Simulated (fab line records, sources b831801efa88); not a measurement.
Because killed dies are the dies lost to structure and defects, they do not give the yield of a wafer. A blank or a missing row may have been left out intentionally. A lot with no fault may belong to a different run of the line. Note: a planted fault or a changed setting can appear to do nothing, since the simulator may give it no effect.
Struck lot and sound lot, side by side    flow sfq-line    21 out of 325 route steps
Sound: wafers L467.1, L467.3, L467.4. Wafers L481.1, L481.2, L481.5 were the ones struck. The cause comes at the end.
Per side, at each step with rows, come the tool, then ch with its chambers, and then its first start. Under that, the readings that differ: sound wafers    struck wafers    difference of the means    sigmas: that difference in standard deviations of wafers without a fault.
alike: a reading whose means differ by less than 2 such deviations, as well as words and numbers matching on both sides. not compared: withheld readings; readings where some wafer has no value; bounds like >300 that might hide an equal value; numbers whose values overlap and for which the record gives no deviation.
The two part at a step that has a row with sigmas, a row that says differs or no value, or rows on one side only. Non-overlapping numbers with no deviation appear without sigmas and do not part them. A reading missing from all wafers of one side parts the sides only when that side holds two or more wafers.

first, 3 steps without rows for these wafers: SFQ_TRILAYER_M4_LITHO_EXPOSE_094 (exposes mask M4, target cd 500 nm); SFQ_TRILAYER_M4_LITHO_PEB_096 (peb time 60 s); SFQ_TRILAYER_M4_LITHO_DEVELOP_095 (time 60 s).
SFQ_M4_OVL_MEAS_926:
  struck on overlay-02, day 48 07:02; sound on overlay-01, day 40 22:32
  alike: M4_OVL
SFQ_TRILAYER_M4_BARC_OPEN_METAL_ETCH_123: etches BARC in O2, target depth 125 nm, time 41.7 s.
  sound on rie-metal-04 ch 0,1, day 40 22:34; struck on rie-metal-04 ch 0,1, day 48 07:04
  alike: drypump-motor-current-A, oes-product-au
  not compared: rf-hours-counter-h
SFQ_TRILAYER_M4_ETCH_METAL_ETCH_096: etches Nb in Cl2/Ar, stops on SiO2, target depth 240 nm, time 120 s.
  sound on rie-metal-04 ch 0,1, day 40 22:38; struck on rie-metal-04 ch 0,1, day 48 07:08
  alike: drypump-motor-current-A, oes-product-au
  not compared: rf-hours-counter-h
then, 2 steps without rows for these wafers: SFQ_TRILAYER_M4_STRIP_STRIP_097 (strips in O2); SFQ_TRILAYER_M4_STRIP_SOLV_CLEAN_098 (cleans in NMP, time 600 s).
SFQ_TRILAYER_I4_DEP_PECVD_099: deposits SiO2 from SiH4/N2O, time 111.11 s, target thk 500 nm.
  sound on pecvd-04 ch 0,2, day 40 23:32; struck on pecvd-01 ch 0,2, day 48 08:02
  alike: heater-power-w, throttle-valve-pct
SFQ_TRILAYER_I4_CMP_CMP_100: polishes SiO2.
  sound on cmp-01 ch 1,2,3, day 40 23:37; struck on cmp-02 ch 1,2, day 48 09:46
  alike: motor-current-A, time-to-endpoint-s
SFQ_I4_BOW_MEAS_927:
  struck on film-metro-01, day 48 12:46; sound on film-metro-01, day 41 02:37
  alike: I4_BOW
after that, 1 step had no rows for these wafers: SFQ_TRILAYER_I4_METRO_MEASURE_101.
SFQ_TRILAYER_I4_VIA_LITHO_COAT_108: resist thk 62 nm.
  sound on litho-track-03 ch 0, day 41 03:56; struck on litho-track-01 ch 0, day 48 14:05
reading                                                   sound              struck             difference  sigmas
model.BARC_of_TRILAYER_I4_VIA_LITHO_COAT_108.thk-nm (nm)  61.54 61.66 61.76  59.71 59.82 59.64  -1.93       
then, 5 steps without rows for these wafers: SFQ_TRILAYER_I4_VIA_LITHO_COAT_103 (resist thk 650 nm); SFQ_TRILAYER_I4_VIA_LITHO_SOFTBAKE_107; SFQ_TRILAYER_I4_VIA_LITHO_EXPOSE_104 (exposes mask I4, target cd 700 nm); SFQ_TRILAYER_I4_VIA_LITHO_PEB_106 (peb time 60 s); SFQ_TRILAYER_I4_VIA_LITHO_DEVELOP_105 (time 60 s).
-- the record jumps here: 6 days lie between the struck wafers' starts before and after --
SFQ_I4_OVL_MEAS_928:
  struck on overlay-01, day 54 02:41; sound on overlay-02, day 47 03:17
  alike: I4_OVL
SFQ_TRILAYER_I4_VIA_BARC_OPEN_VIA_ETCH_146: etches BARC in O2, target depth 125 nm, time 41.7 s.
  sound on rie-diel-03 ch 1,3, day 47 03:19; struck on rie-diel-03 ch 0,2,3, day 54 02:43
reading                   sound              struck             difference  sigmas
oes-product-au (a.u.)     0.683 0.686 0.684  0.672 0.677 0.677  -0.009      -2
model.etch.depth-nm (nm)  61.54 61.66 61.76  59.71 59.82 59.64  -1.93       
  alike: drypump-motor-current-A
  not compared: rf-hours-counter-h
SFQ_TRILAYER_I4_VIA_ETCH_VIA_ETCH_106: etches SiO2 in CHF3, stops on Nb, target depth 260 nm.
  sound on rie-diel-03 ch 1,3, day 47 03:22; struck on rie-diel-03 ch 0,2,3, day 54 02:46
  alike: drypump-motor-current-A, oes-product-au

## WHERE THEY PART
Only at SFQ_TRILAYER_I4_VIA_BARC_OPEN_VIA_ETCH_146, as far as this record shows. Later steps at which nothing parts them and some readings are alike: SFQ_TRILAYER_I4_VIA_ETCH_VIA_ETCH_106.

WHY: whatever the simulator had introduced
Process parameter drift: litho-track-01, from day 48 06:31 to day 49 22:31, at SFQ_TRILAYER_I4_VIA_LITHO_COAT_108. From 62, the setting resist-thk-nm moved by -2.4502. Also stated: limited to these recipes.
